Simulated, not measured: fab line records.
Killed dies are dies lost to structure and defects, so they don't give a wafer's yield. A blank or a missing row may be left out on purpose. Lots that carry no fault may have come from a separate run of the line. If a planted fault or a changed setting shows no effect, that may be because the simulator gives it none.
fab line records	flow gf180mcu
record lots=24	wafers=72	last_day=34
route steps=602 shown STI@1 HV_LDD@208 CONTACT@310 V3@455
lots untouched by any fault: they come from a run of this same line in which no faults occurred
start_h: start of the lot's first displayed wafer, in hours after the record's first day	wait_h: hours elapsed since this lot's preceding step	" unchanged from the row above	L1.1+2: one row covering several wafers at once	- value missing, or start not given	* or withheld: withheld	< > ~ a bound
route shown NAME@n: a module of which the file shows steps, and the number in the route of the first	usual: mean/standard deviation taken from wafers without a fault	same: alike in all rows	chamber/n: place in a boat	sites: the reading at each site	_std_site: how widely they spread, as a standard deviation	_edge_site: the outer-site mean with the inner-site mean subtracted	radius_mm: how far each site lies from the wafer's centre	mask NAME#n: copy n	behind: tool/chamber where the wafer was last shaped	hold: why the lot was held/for how many hours/how that ended	device: transistor that didn't switch, given as n, p or np	end of line: tests of these same wafers at the route's end	where a step has no rows: the recipe by itself	killed: dies lost to structure and defects at the first sort, not the wafer's yield	map: per-die view of a wafer (x killed, . not killed, _ where there is no die)
set.NAME: the setting that was run; set.NAME@STEP: the one run at that earlier step	model.NAME: the simulator's own value behind a step, which no gauge read
one table for each step of the route and one row for each wafer, over a sample of lots
services: the hour from which a tool's chamber was out of use, counted from the record's first day as start_h (under 0 if before that day), plus the number of hours and why
## steps
# step GF_STI_BOW_MEAS_00
# recipe mode=bow
# usual INCOMING_BOW=0/6.1
lot.wafer	tool	chamber	start_h	wait_h	INCOMING_BOW[um]
L074.4	film_metro-03	-	10.06	-	5
L074.5	"	-	"	"	-2
L074.6	"	-	"	"	2
L075.1	film_metro-04	-	15.00	-	17
L075.2	"	-	"	"	-6
L075.6	"	-	"	"	9
L076.1	film_metro-01	-	20.00	-	-7
L076.3	"	-	"	"	1
L076.4	"	-	"	"	-8
L077.2	film_metro-04	-	25.02	-	-5
L077.3	"	-	"	"	4
L077.5	"	-	"	"	-9
L078.1	film_metro-04	-	30.00	-	3
L078.2	"	-	"	"	-4
L078.4	"	-	"	"	-9
L079.1	film_metro-04	-	35.00	-	-2
L079.3	"	-	"	"	1
L079.4	"	-	"	"	2
L080.3	film_metro-04	-	40.04	-	5
L080.5	"	-	"	"	7
L080.6	"	-	"	"	-4
L081.2	film_metro-03	-	45.02	-	0
L081.5	"	-	"	"	-2
L081.6	"	-	"	"	-5
L082.2	film_metro-04	-	50.02	-	-2
L082.4	"	-	"	"	1
L082.5	"	-	"	"	7
L083.1	film_metro-03	-	55.00	-	2
L083.2	"	-	"	"	-2
L083.6	"	-	"	"	-2
L084.1	film_metro-01	-	60.00	-	7
L084.3	"	-	"	"	-7
L084.6	"	-	"	"	-3
L085.1	film_metro-03	-	65.00	-	-1
L085.3	"	-	"	"	-11
L085.6	"	-	"	"	-3
L086.3	film_metro-03	-	70.04	-	-9
L086.5	"	-	"	"	-9
L086.6	"	-	"	"	2
L087.1	film_metro-03	-	75.00	-	-3
L087.4	"	-	"	"	-10
L087.6	"	-	"	"	1
L088.1	film_metro-04	-	80.00	-	-6
L088.3	"	-	"	"	-5
L088.6	"	-	"	"	-1
L089.1	film_metro-04	-	85.00	-	-2
L089.3	"	-	"	"	-5
L089.4	"	-	"	"	4
L090.1	film_metro-01	-	90.00	-	7
L090.4	"	-	"	"	-6
L090.5	"	-	"	"	-2
L091.2	film_metro-03	-	95.02	-	1
L091.3	"	-	"	"	1
L091.6	"	-	"	"	4
L092.1	film_metro-04	-	100.00	-	7
L092.2	"	-	"	"	5
L092.3	"	-	"	"	2
L093.1	film_metro-01	-	105.00	-	2
L093.3	"	-	"	"	-2
L093.6	"	-	"	"	-4
L094.1	film_metro-04	-	110.00	-	4
L094.4	"	-	"	"	-9
L094.5	"	-	"	"	1
L095.1	film_metro-01	-	115.00	-	-6
L095.3	"	-	"	"	1
L095.4	"	-	"	"	-1
L096.2	film_metro-03	-	120.02	-	5
L096.4	"	-	"	"	-16
L096.5	"	-	"	"	-6
L097.1	film_metro-03	-	125.00	-	3
L097.2	"	-	"	"	10
L097.6	"	-	"	"	7
# step GF_STI_ETCH_13
# recipe chemistry=CHF3/O2	stop_on=Si	over_etch_frac=0.3	target_depth_a=2823.1	source_w=600	bias_w=200	pressure_mtorr=40	chf3_flow_sccm=50	O2_flow_sccm=5	time_s=112.9
# usual drypump_motor_current_A=5.7/0.44	oes_product_au=0.831/0.0069	rf_fwd_power_W=596.9/1.8	throttle_valve_pct=8.809/0.0088
lot.wafer	tool	chamber	start_h	wait_h	drypump_motor_current_A	oes_product_au	rf_fwd_power_W	rf_hours_counter_h	throttle_valve_pct
L074.4	rie_diel-04	2	25.88	0.0	6.1	0.832	598.9	3	8.805
L074.5	"	0	"	"	6.0	0.833	598.1	-	8.805
L074.6	"	1	"	"	5.6	0.833	596.9	-	8.809
L075.1	rie_diel-03	2	31.33	0.1	5.3	0.830	598.1	19	8.803
L075.2	"	3	"	"	5.1	0.834	594.8	120	8.815
L075.6	"	2	"	"	5.4	0.834	597.9	-	8.795
L076.1	rie_diel-03	0	37.78	0.1	5.8	0.829	599.9	7	8.811
L076.3	"	1	"	"	5.4	0.826	594.0	93	8.810
L076.4	"	3	"	"	5.2	0.825	595.5	120	8.828
L077.2	rie_diel-02	0	40.18	0.1	5.2	0.832	596.4	5	8.811
L077.3	"	2	"	"	6.4	0.824	595.9	91	8.824
L077.5	"	0	"	"	5.2	0.825	594.3	-	8.799
L078.1	rie_diel-03	1	45.43	0.1	5.4	0.831	595.6	93	8.802
L078.2	"	3	"	"	5.2	0.840	597.0	120	8.823
L078.4	"	2	"	"	5.3	0.841	596.5	20	8.814
L079.1	rie_diel-02	0	52.18	0.1	5.1	0.829	594.2	5	8.803
L079.3	"	3	"	"	6.0	0.844	601.7	170	8.811
L079.4	"	1	"	"	6.6	0.832	596.9	41	8.797
L080.3	rie_diel-04	0	57.28	0.1	6.0	0.846	597.6	8	8.821
L080.5	"	1	"	"	5.6	0.834	595.6	-	8.813
L080.6	"	0	"	"	6.0	0.835	598.5	-	8.815
L081.2	rie_diel-03	3	61.48	0.1	5.2	0.829	593.5	121	8.801
L081.5	"	1	"	"	5.4	0.831	597.1	-	8.805
L081.6	"	2	"	"	5.3	0.827	596.2	-	8.802
L082.2	rie_diel-03	2	66.38	0.1	5.3	0.822	594.5	20	8.800
L082.4	"	2	"	"	5.3	0.828	597.8	-	8.823
L082.5	"	1	"	"	5.5	0.826	597.9	-	8.814
L083.1	rie_diel-04	3	71.18	0.1	5.7	0.829	595.8	84	8.803
L083.2	"	0	"	"	6.0	0.833	600.6	8	8.812
L083.6	"	3	"	"	5.7	0.827	596.5	-	8.817
L084.1	rie_diel-02	2	77.63	0.1	6.4	0.841	597.1	92	8.800
L084.3	"	1	"	"	6.5	0.827	597.3	42	8.806
L084.6	"	2	"	"	6.4	0.822	594.8	-	8.809
L085.1	rie_diel-02	2	85.08	0.1	6.4	0.824	595.4	93	8.802
L085.3	"	1	"	"	6.5	0.826	597.5	42	8.820
L085.6	"	2	"	"	6.4	0.818	597.3	-	8.811
L086.3	rie_diel-04	3	89.58	0.1	5.7	0.836	597.7	85	8.825
L086.5	"	2	"	"	6.1	0.831	598.3	-	8.829
L086.6	"	1	"	"	5.6	0.835	598.5	-	8.798
L087.1	rie_diel-02	2	96.78	0.1	6.4	0.827	596.7	93	8.809
L087.4	"	0	"	"	5.2	0.831	593.1	-	8.800
L087.6	"	2	"	"	6.4	0.829	600.3	-	8.833
L088.1	rie_diel-04	3	97.03	0.1	5.8	0.829	599.8	85	8.827
L088.3	"	0	"	"	6.0	0.845	601.2	9	8.822
L088.6	"	0	"	"	5.9	0.842	599.7	-	8.815
L089.1	rie_diel-03	2	103.78	0.1	5.3	0.837	596.4	21	8.801
L089.3	"	1	"	"	5.4	0.826	593.0	95	8.818
L089.4	"	3	"	"	5.2	0.821	593.9	122	8.803
L090.1	rie_diel-03	1	107.53	0.1	5.5	0.827	596.8	95	8.798
L090.4	"	3	"	"	5.2	0.825	595.9	122	8.796
L090.5	"	2	"	"	5.3	0.834	598.2	-	8.820
L091.2	rie_diel-04	0	116.03	0.1	6.0	0.825	598.2	9	8.794
L091.3	"	3	"	"	5.7	0.820	596.0	85	8.798
L091.6	"	3	"	"	5.7	0.823	595.3	-	8.805
L092.1	rie_diel-04	1	120.57	0.1	5.6	0.834	597.2	58	8.830
L092.2	"	0	"	"	6.0	0.829	596.8	9	8.812
L092.3	"	2	"	"	6.1	0.828	596.9	6	8.810
L093.1	rie_diel-03	3	127.03	0.1	5.1	0.829	598.0	122	8.813
L093.3	"	2	"	"	5.3	0.826	597.1	22	8.819
L093.6	"	0	"	"	5.7	0.829	598.9	-	8.807
L094.1	rie_diel-03	2	133.28	0.1	5.3	0.836	597.3	22	8.800
L094.4	"	1	"	"	5.4	0.834	595.0	95	8.799
L094.5	"	3	"	"	5.2	0.829	592.9	-	8.811
L095.1	rie_diel-04	0	133.63	0.1	6.0	0.818	596.0	10	8.813
L095.3	"	2	"	"	6.1	0.829	597.2	6	8.811
L095.4	"	1	"	"	5.6	0.821	598.1	58	8.802
L096.2	rie_diel-02	1	139.48	0.1	6.6	0.843	597.6	43	8.813
L096.4	"	2	"	"	6.3	0.838	598.8	94	8.811
L096.5	"	0	"	"	5.1	0.840	597.5	-	8.827
L097.1	rie_diel-04	3	144.68	0.1	5.8	0.831	596.2	86	8.825
L097.2	"	2	"	"	6.1	0.826	600.0	7	8.807
L097.6	"	2	"	"	6.1	0.832	595.7	-	8.810
# step GF_HV_LDD_OVL_MEAS_32
# usual HV_LDD_02_OVL=-0.3/1.6
lot.wafer	tool	chamber	start_h	wait_h	HV_LDD_02_OVL[nm]
L074.4	overlay-01	-	257.79	0.1	4.1
L074.5	"	-	"	"	0.2
L074.6	"	-	"	"	0.1
L075.1	overlay-01	-	258.77	0.1	0.7
L075.2	"	-	"	"	0.7
L075.6	"	-	"	"	2.4
L076.1	overlay-01	-	264.73	0.1	2.2
L076.3	"	-	"	"	0.4
L076.4	"	-	"	"	1.7
L077.2	overlay-01	-	269.18	0.1	1.3
L077.3	"	-	"	"	0.4
L077.5	"	-	"	"	2.0
L078.1	overlay-01	-	275.62	0.1	2.0
L078.2	"	-	"	"	1.9
L078.4	"	-	"	"	2.4
L079.1	overlay-01	-	289.22	0.1	0.0
L079.3	"	-	"	"	-0.6
L079.4	"	-	"	"	0.9
L080.3	overlay-01	-	298.59	0.1	-0.3
L080.5	"	-	"	"	-0.4
L080.6	"	-	"	"	0.3
L081.2	overlay-02	-	310.58	0.1	-2.8
L081.5	"	-	"	"	-1.3
L081.6	"	-	"	"	-2.5
L082.2	overlay-01	-	323.28	0.1	-2.0
L082.4	"	-	"	"	-1.7
L082.5	"	-	"	"	-1.3
L083.1	overlay-01	-	325.02	0.1	1.3
L083.2	"	-	"	"	-0.2
L083.6	"	-	"	"	0.8
L084.1	overlay-01	-	336.52	0.1	0.5
L084.3	"	-	"	"	-0.2
L084.6	"	-	"	"	-0.4
L085.1	overlay-02	-	348.29	0.1	0.0
L085.3	"	-	"	"	-1.4
L085.6	"	-	"	"	0.7
L086.3	overlay-01	-	355.29	0.1	-1.7
L086.5	"	-	"	"	-1.0
L086.6	"	-	"	"	-1.7
L087.1	overlay-02	-	367.32	0.1	-0.5
L087.4	"	-	"	"	-0.5
L087.6	"	-	"	"	-1.1
L088.1	overlay-01	-	370.32	0.1	1.1
L088.3	"	-	"	"	-1.5
L088.6	"	-	"	"	-0.3
L090.1	overlay-02	-	380.07	0.1	1.3
L090.4	"	-	"	"	-0.4
L090.5	"	-	"	"	-0.1
L089.1	overlay-01	-	384.02	0.1	-1.8
L089.3	"	-	"	"	-1.3
L089.4	"	-	"	"	-2.1
L091.2	overlay-01	-	387.13	0.1	1.3
L091.3	"	-	"	"	0.3
L091.6	"	-	"	"	-1.7
L092.1	overlay-01	-	400.02	0.1	-3.7
L092.2	"	-	"	"	-1.9
L092.3	"	-	"	"	-5.0
L093.1	overlay-01	-	408.17	0.1	1.0
L093.3	"	-	"	"	-0.4
L093.6	"	-	"	"	1.2
L094.1	overlay-01	-	412.22	0.1	0.5
L094.4	"	-	"	"	-2.1
L094.5	"	-	"	"	-2.0
L095.1	overlay-01	-	415.49	0.1	-0.5
L095.3	"	-	"	"	-0.2
L095.4	"	-	"	"	-2.7
L096.2	overlay-01	-	428.68	0.1	-1.6
L096.4	"	-	"	"	-3.2
L096.5	"	-	"	"	-1.2
L097.1	overlay-02	-	436.77	0.1	-1.4
L097.2	"	-	"	"	-2.1
L097.6	"	-	"	"	0.5
# step GF_HV_LDD_CD_MEAS_46
# recipe target_cd_nm=400
# usual cd_nm=399.4/2.1
lot.wafer	tool	chamber	start_h	wait_h	cd_nm
L074.4	cd_sem-01	-	276.97	0.1	395.9
L074.5	"	-	"	"	395.1
L074.6	"	-	"	"	397.3
L075.1	cd_sem-01	-	278.15	0.1	396.9
L075.2	"	-	"	"	395.7
L075.6	"	-	"	"	396.2
L076.1	cd_sem-02	-	284.25	0.1	399.8
L076.3	"	-	"	"	399.1
L076.4	"	-	"	"	400.4
L077.2	cd_sem-01	-	291.58	0.1	400.2
L077.3	"	-	"	"	401.3
L077.5	"	-	"	"	399.1
L078.1	cd_sem-02	-	295.56	0.1	398.1
L078.2	"	-	"	"	397.1
L078.4	"	-	"	"	396.1
L079.1	cd_sem-01	-	310.06	0.1	398.3
L079.3	"	-	"	"	398.7
L079.4	"	-	"	"	399.6
L080.3	cd_sem-02	-	319.69	0.1	398.1
L080.5	"	-	"	"	396.8
L080.6	"	-	"	"	394.6
L081.2	cd_sem-02	-	332.32	0.1	400.6
L081.5	"	-	"	"	399.4
L081.6	"	-	"	"	400.4
L082.2	cd_sem-02	-	344.22	0.1	399.4
L082.4	"	-	"	"	400.3
L082.5	"	-	"	"	397.8
L083.1	cd_sem-01	-	346.50	0.1	398.4
L083.2	"	-	"	"	399.2
L083.6	"	-	"	"	397.0
L084.1	cd_sem-01	-	358.20	0.1	396.4
L084.3	"	-	"	"	395.8
L084.6	"	-	"	"	395.0
L085.1	cd_sem-01	-	370.70	0.1	400.1
L085.3	"	-	"	"	398.3
L085.6	"	-	"	"	400.4
L086.3	cd_sem-02	-	378.34	0.1	402.0
L086.5	"	-	"	"	396.5
L086.6	"	-	"	"	400.3
L087.1	cd_sem-02	-	390.45	0.1	402.9
L087.4	"	-	"	"	402.0
L087.6	"	-	"	"	400.1
L088.1	cd_sem-01	-	393.55	0.1	401.6
L088.3	"	-	"	"	399.1
L088.6	"	-	"	"	403.1
L090.1	cd_sem-02	-	403.55	0.1	402.5
L090.4	"	-	"	"	402.3
L090.5	"	-	"	"	403.0
L089.1	cd_sem-02	-	407.75	0.1	397.7
L089.3	"	-	"	"	399.0
L089.4	"	-	"	"	399.8
L091.2	cd_sem-02	-	410.70	0.2	398.4
L091.3	"	-	"	"	399.6
L091.6	"	-	"	"	398.5
L092.1	cd_sem-02	-	423.55	0.1	402.3
L092.2	"	-	"	"	403.0
L092.3	"	-	"	"	400.1
L093.1	cd_sem-02	-	432.60	0.1	399.3
L093.3	"	-	"	"	399.8
L093.6	"	-	"	"	399.7
L094.1	cd_sem-02	-	436.95	0.1	399.0
L094.4	"	-	"	"	398.8
L094.5	"	-	"	"	397.9
L095.1	cd_sem-01	-	439.90	0.1	400.6
L095.3	"	-	"	"	402.6
L095.4	"	-	"	"	401.9
L096.2	cd_sem-01	-	453.77	0.1	401.6
L096.4	"	-	"	"	401.6
L096.5	"	-	"	"	400.5
L097.1	cd_sem-02	-	467.10	0.1	399.7
L097.2	"	-	"	"	400.0
L097.6	"	-	"	"	399.3
# step GF_CONTACT_SPUTTER_23
# recipe material=TiN	target_thk_nm=10	chamber_pressure_pa=5	power_w=4000	time_s=40
# usual throttle_valve_pct=30.6/1.1
lot.wafer	tool	chamber	start_h	wait_h	throttle_valve_pct
L074.4	pvd_sputter-03	-	365.93	0.0	31.5
L074.5	"	-	"	"	31.4
L074.6	"	-	"	"	31.0
L075.1	pvd_sputter-01	-	369.93	0.0	31.7
L075.2	"	-	"	"	28.1
L075.6	"	-	"	"	28.1
L076.1	pvd_sputter-03	-	375.33	0.0	31.4
L076.3	"	-	"	"	31.1
L076.4	"	-	"	"	30.0
L077.2	pvd_sputter-03	-	384.28	0.0	31.6
L077.3	"	-	"	"	30.7
L077.5	"	-	"	"	31.0
L078.1	pvd_sputter-03	-	386.83	0.0	30.9
L078.2	"	-	"	"	31.4
L078.4	"	-	"	"	29.9
L079.1	pvd_sputter-03	-	403.94	0.0	30.8
L079.3	"	-	"	"	31.3
L079.4	"	-	"	"	29.6
L080.3	pvd_sputter-04	-	415.84	0.0	30.4
L080.5	"	-	"	"	30.8
L080.6	"	-	"	"	32.6
L081.2	pvd_sputter-03	-	429.35	0.0	30.9
L081.5	"	-	"	"	29.7
L081.6	"	-	"	"	31.2
L082.2	pvd_sputter-04	-	443.08	0.0	30.1
L082.4	"	-	"	"	32.3
L082.5	"	-	"	"	30.4
L083.1	pvd_sputter-04	-	447.49	0.0	30.4
L083.2	"	-	"	"	32.4
L083.6	"	-	"	"	30.7
L084.1	pvd_sputter-04	-	458.89	0.0	32.2
L084.3	"	-	"	"	29.1
L084.6	"	-	"	"	32.3
L085.1	pvd_sputter-04	-	471.69	0.0	28.8
L085.3	"	-	"	"	30.4
L085.6	"	-	"	"	30.5
L086.3	pvd_sputter-03	-	479.91	0.0	31.2
L086.5	"	-	"	"	31.4
L086.6	"	-	"	"	29.8
L087.1	pvd_sputter-01	-	494.97	0.0	28.5
L087.4	"	-	"	"	31.8
L087.6	"	-	"	"	30.1
L088.1	pvd_sputter-04	-	501.09	0.0	28.8
L088.3	"	-	"	"	32.1
L088.6	"	-	"	"	30.5
L090.1	pvd_sputter-01	-	506.43	0.0	31.7
L090.4	"	-	"	"	29.1
L090.5	"	-	"	"	28.4
L091.2	pvd_sputter-03	-	515.53	0.0	30.8
L091.3	"	-	"	"	29.7
L091.6	"	-	"	"	31.1
L089.1	pvd_sputter-04	-	515.85	0.0	28.9
L089.3	"	-	"	"	32.1
L089.4	"	-	"	"	30.3
L092.1	pvd_sputter-04	-	525.40	0.0	32.2
L092.2	"	-	"	"	28.7
L092.3	"	-	"	"	30.4
L093.1	pvd_sputter-03	-	533.50	0.0	29.8
L093.3	"	-	"	"	31.0
L093.6	"	-	"	"	29.9
L094.1	pvd_sputter-04	-	538.89	0.0	29.0
L094.4	"	-	"	"	30.5
L094.5	"	-	"	"	32.3
L095.1	pvd_sputter-04	-	541.34	0.0	32.2
L095.3	"	-	"	"	30.2
L095.4	"	-	"	"	29.0
L096.2	pvd_sputter-03	-	553.40	0.0	31.1
L096.4	"	-	"	"	31.9
L096.5	"	-	"	"	31.0
L097.1	pvd_sputter-04	-	565.34	0.0	30.4
L097.2	"	-	"	"	30.3
L097.6	"	-	"	"	28.8
# step GF_V3_CMP_26
# recipe stop_on=SiO2	down_force_psi=3.5	platen_rpm=60	t_overpolish_s=15	target_thk_nm=0	pad_velocity_m_s=0.94248
# usual edge_zone_pressure_frac=1.000/0.0051	motor_current_A=11.1/0.78	overpolish_run_s=15.001/0.0086	time_to_endpoint_s=82/6.1
lot.wafer	tool	chamber	start_h	wait_h	edge_zone_pressure_frac	motor_current_A	overpolish_run_s	time_to_endpoint_s
L074.4	cmp-02	2	516.81	0.1	0.990	10.3	15.000	79
L074.5	"	1	"	"	0.997	11.1	14.990	88
L074.6	"	2	"	"	0.997	11.1	15.014	77
L075.1	cmp-01	2	522.06	0.1	0.999	10.9	15.000	82
L075.2	"	0	"	"	0.994	10.7	14.995	85
L075.6	"	2	"	"	1.002	10.2	15.002	83
L076.4	cmp-01	0	527.50	0.0	1.006	11.5	14.993	84
L076.3	"	1	"	"	0.999	10.4	15.003	85
L076.1	"	3	"	"	1.007	10.1	15.006	84
L077.2	cmp-02	2	536.46	0.1	0.999	10.7	14.993	74
L077.3	"	3	"	"	1.000	11.6	14.998	88
L077.5	"	2	"	"	0.996	10.7	15.008	73
L078.2	cmp-01	2	537.96	0.0	1.007	11.2	15.005	81
L078.4	"	3	"	"	1.000	9.8	15.004	82
L078.1	"	0	"	"	0.997	10.7	15.008	85
L079.1	cmp-02	1	554.21	0.1	0.993	11.0	14.967	85
L079.3	"	2	"	"	1.000	9.8	15.012	69
L079.4	"	0	"	"	0.998	11.7	15.001	74
L080.3	cmp-01	1	565.37	0.0	1.008	10.2	14.981	82
L080.5	"	1	"	"	1.002	10.0	14.998	82
L080.6	"	2	"	"	0.992	10.9	15.002	78
L081.2	cmp-02	1	579.27	0.1	1.004	11.6	14.992	91
L081.5	"	3	"	"	0.996	11.4	15.006	96
L081.6	"	0	"	"	0.999	12.2	15.007	81
L082.2	cmp-02	1	589.50	0.0	1.003	11.4	15.000	89
L082.4	"	3	"	"	1.008	11.3	15.005	93
L082.5	"	2	"	"	1.002	10.5	14.990	78
L083.2	cmp-02	0	595.01	0.1	1.001	11.3	15.011	75
L083.1	"	2	"	"	0.996	10.4	14.993	73
L083.6	"	3	"	"	1.005	12.2	14.995	89
L084.1	cmp-02	0	603.41	0.1	0.995	12.6	15.003	71
L084.3	"	1	"	"	1.005	11.5	15.001	80
L084.6	"	0	"	"	1.002	11.8	15.007	71
L085.3	cmp-02	3	615.88	0.1	0.998	11.9	14.994	88
L085.1	"	1	"	"	0.993	11.5	14.995	84
L085.6	"	3	"	"	1.005	11.8	15.006	89
L086.3	cmp-02	0	621.36	0.0	0.995	11.6	14.991	79
L086.5	"	0	"	"	1.007	12.4	15.006	75
L086.6	"	1	"	"	0.996	11.8	14.978	84
L087.4	cmp-01	3	635.75	0.1	1.001	10.0	15.025	79
L087.1	"	1	"	"	1.009	10.7	15.001	83
L087.6	"	3	"	"	0.994	9.9	14.999	81
L088.3	cmp-01	2	640.90	0.1	1.004	10.2	15.002	86
L088.1	"	3	"	"	0.997	10.0	15.002	82
L088.6	"	1	"	"	1.000	11.2	14.997	87
L090.4	cmp-02	0	645.05	0.1	1.003	11.9	15.010	72
L090.1	"	1	"	"	0.999	11.7	15.011	80
L090.5	"	3	"	"	0.996	11.9	15.010	86
L091.2	cmp-02	1	653.16	0.0	1.005	11.5	15.001	84
L091.3	"	2	"	"	1.001	10.3	15.005	71
L091.6	"	2	"	"	0.997	9.7	15.009	69
L089.1	cmp-01	2	654.50	0.1	1.010	10.8	14.996	79
L089.4	"	3	"	"	1.007	10.6	14.980	81
L089.3	"	0	"	"	0.998	10.9	15.007	81
L092.1	cmp-01	0	659.72	0.1	0.999	10.9	14.997	81
L092.3	"	1	"	"	0.994	10.5	14.989	85
L092.2	"	2	"	"	0.998	11.0	15.002	81
L093.1	cmp-02	0	668.46	0.1	0.996	12.4	15.003	73
L093.3	"	3	"	"	0.997	12.0	14.990	88
L093.6	"	0	"	"	1.002	11.9	15.025	75
L094.4	cmp-02	2	672.12	0.1	1.004	10.3	14.999	74
L094.1	"	3	"	"	1.000	12.4	14.990	92
L094.5	"	1	"	"	1.006	11.1	15.005	86
L095.1	cmp-02	3	673.36	0.1	1.005	11.5	15.010	92
L095.4	"	0	"	"	0.997	11.4	14.998	78
L095.3	"	2	"	"	0.996	10.3	14.985	74
L096.2	cmp-01	0	684.18	0.3	0.996	11.3	15.005	81
L096.4	"	1	"	"	1.000	10.6	15.017	86
L096.5	"	3	"	"	0.996	10.3	14.992	81
L097.2	cmp-02	0	695.07	0.1	0.996	12.4	14.996	78
L097.1	"	1	"	"	1.008	10.9	15.009	88
L097.6	"	0	"	"	1.002	12.9	14.998	80
## services
tool	chamber	start_h	hours	kind
pvd_sputter-04	-	4.41	1.9	repair
rie_diel-03	0	19.87	16.4	repair
pvd_sputter-04	-	31.46	8.3	repair
rie_diel-03	0	53.79	12.9	repair
cmp-01	-	64.00	4.0	pm
cmp-01	-	64.71	0.4	repair
cmp-02	-	144.73	1.3	repair
cmp-02	-	145.37	2.5	repair
cmp-02	-	163.98	5.4	pm
pvd_sputter-03	-	176.26	1.5	repair
cmp-02	-	245.45	4.0	pm
cmp-02	-	296.03	4.0	pm
pvd_sputter-04	-	430.10	1.1	repair
pvd_sputter-04	-	483.64	14.4	repair
pvd_sputter-03	-	490.77	2.9	repair
cmp-02	-	531.89	0.6	repair
cmp-02	-	565.62	0.5	repair
cmp-02	-	585.45	4.0	pm
pvd_sputter-03	-	590.47	10.7	repair
pvd_sputter-03	-	617.98	56.6	repair
cmp-02	-	665.30	3.1	pm
pvd_sputter-04	-	673.27	2.7	repair
cmp-02	-	683.04	2.3	repair
pvd_sputter-03	-	686.16	4.2	repair
## key
fault none
